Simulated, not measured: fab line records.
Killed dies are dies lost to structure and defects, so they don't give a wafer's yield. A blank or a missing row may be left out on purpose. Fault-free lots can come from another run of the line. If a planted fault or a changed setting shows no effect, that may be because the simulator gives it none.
Which tool did it? | flow gf180mcu | 14 lots, 42 wafers sampled, at 4 steps of a route of 602

WHAT THE GAUGES READ, wafer by wafer
GF_V4_CD_MEAS_14: the cd target is 260 nm. Usual: cd nm 260.3 nm, standard deviation 1.4.
lot  | measured     | on        | cd nm (nm)        | flag
L675 | day 24 20:11 | cd sem-02 | 260.0 259.1 258.0 |
L676 | day 24 22:32 | cd sem-02 | 259.8 258.8 259.3 |
L677 | day 25 08:14 | cd sem-01 | 261.3 262.2 260.6 |
L678 | day 25 19:47 | cd sem-02 | 260.8 260.7 261.8 |
L679 | day 26 01:35 | cd sem-02 | 261.2 262.3 262.2 |
L680 | day 26 04:52 | cd sem-01 | 261.7 260.1 262.1 |
L683 | day 27 03:36 | cd sem-01 | 259.3 259.4 260.2 |
L684 | day 27 09:55 | cd sem-02 | 260.2 259.8 259.6 |
L685 | day 27 22:04 | cd sem-02 | 260.5 260.1 259.8 |
L687 | day 28 07:55 | cd sem-01 | 260.8 261.1 260.6 |
L691 | day 29 12:23 | cd sem-01 | 259.0 258.4 258.1 |
L692 | day 29 22:47 | cd sem-01 | 259.3 258.3 259.0 |
L695 | day 30 13:32 | cd sem-02 | 261.1 258.7 259.8 |
L696 | day 31 01:42 | cd sem-02 | 261.2 261.1 262.1 |

GF_V5_BOW_MEAS_05. Usual: V5_BOW gives 133 um (standard deviation 10).
lot  | measured     | on            | V5_BOW (um) | flag
L675 | day 26 17:14 | film metro-02 | 126 139 130 |
L676 | day 26 19:38 | film metro-02 | 124 132 125 |
L677 | day 27 05:16 | film metro-02 | 149 134 134 |
L678 | day 27 17:50 | film metro-03 | 125 131 124 |
L679 | day 27 21:55 | film metro-02 | 121 121 115 |
L680 | day 28 00:23 | film metro-02 | 143 155 159 |
L683 | day 28 22:30 | film metro-01 | 123 127 128 |
L684 | day 29 04:24 | film metro-02 | 147 138 140 |
L685 | day 29 16:08 | film metro-01 | 128 135 128 |
L687 | day 30 03:37 | film metro-03 | 127 122 122 |
L691 | day 31 05:16 | film metro-02 | 142 129 123 |
L692 | day 31 13:42 | film metro-03 | 131 123 143 |
L695 | day 32 04:25 | film metro-02 | 132 135 145 |
L696 | day 32 15:45 | film metro-01 | 124 119 123 |

TOOL THAT RAN EACH LOT (tool first, then ch and the chambers of the sampled wafers, then the start)
lot  | GF_POLY_GATE_CLEAN_15           | GF_MIM_CVD_05
L675 | wet bench-04 ch 1, day 9 12:17  | pecvd-03 ch 0,2, day 24 21:53
L676 | wet bench-03 ch 3, day 9 16:02  | pecvd-04 ch 1,2, day 25 00:16
L677 | wet bench-04 ch 2, day 9 21:57  | pecvd-04 ch 0,2, day 25 09:58
L678 | wet bench-02 ch 1, day 10 12:26 | pecvd-01 ch 0,2, day 25 21:49
L679 | wet bench-02 ch 3, day 10 14:25 | pecvd-03 ch 1,2, day 26 03:20
L680 | wet bench-04 ch 2, day 10 18:41 | pecvd-01 ch 1,2, day 26 06:35
L683 | wet bench-03 ch 1, day 11 15:23 | pecvd-03 ch 0,1,2, day 27 05:17
L684 | wet bench-04 ch 0, day 11 19:22 | pecvd-03 ch 1,2, day 27 11:38
L685 | wet bench-04 ch 1, day 12 06:31 | pecvd-03 ch 0,1, day 27 23:47
L687 | wet bench-02 ch 3, day 12 19:31 | pecvd-04 ch 1,2, day 28 10:05
L691 | wet bench-04 ch 3, day 13 22:40 | pecvd-01 ch 1,2, day 29 14:07
L692 | wet bench-02 ch 3, day 14 08:12 | pecvd-04 ch 0,1,2, day 30 00:31
L695 | wet bench-04 ch 2, day 15 02:06 | pecvd-03 ch 0,1,2, day 30 15:16
L696 | wet bench-02 ch 1, day 15 17:28 | pecvd-04 ch 0,1, day 31 03:23
- GF_POLY_GATE_CLEAN_15: cleans in SC1/SC2, time 150 s.
- GF_MIM_CVD_05: deposits Si3N4, target thk 42 nm, time 29.086 s.

WHAT THE TOOLS THEMSELVES READ (means of the sampled wafers that have a number; where no wafer has one, the mark that the record gives instead)
GF_MIM_CVD_05. Usual: heater power w 679 W, standard deviation 89.
lot  | tool     | heater power w (W) | flag
L675 | pecvd-03 | 632                |
L676 | pecvd-04 | 708                |
L677 | pecvd-04 | 641                |
L678 | pecvd-01 | 813                |
L679 | pecvd-03 | 587                |
L680 | pecvd-01 | 616                |
L683 | pecvd-03 | 664                |
L684 | pecvd-03 | 593                |
L685 | pecvd-03 | 665                |
L687 | pecvd-04 | 710                |
L691 | pecvd-01 | 604                |
L692 | pecvd-04 | 674                |
L695 | pecvd-03 | 657                |
L696 | pecvd-04 | 653                |

THE ANSWER, worked out from the rows above alone
Rule: a lot is off if the mean of its wafers that have a number lies more than 3 standard deviations from the usual mean. A lot without any number at a reading at which 4 lots or more have one is off too. Any other lot the step has rows for is counted as sound. Order of review: gauges by route order, followed by the tools' own readings, for which a lot's mean as printed above is used. The first step at which some lot is off is used, and at that step the reading that is off furthest; a lot without a number counts as furthest.
Across all readings shown, no lot is off: no conclusion can be drawn from this.

WHAT THE SIMULATOR PUT IN
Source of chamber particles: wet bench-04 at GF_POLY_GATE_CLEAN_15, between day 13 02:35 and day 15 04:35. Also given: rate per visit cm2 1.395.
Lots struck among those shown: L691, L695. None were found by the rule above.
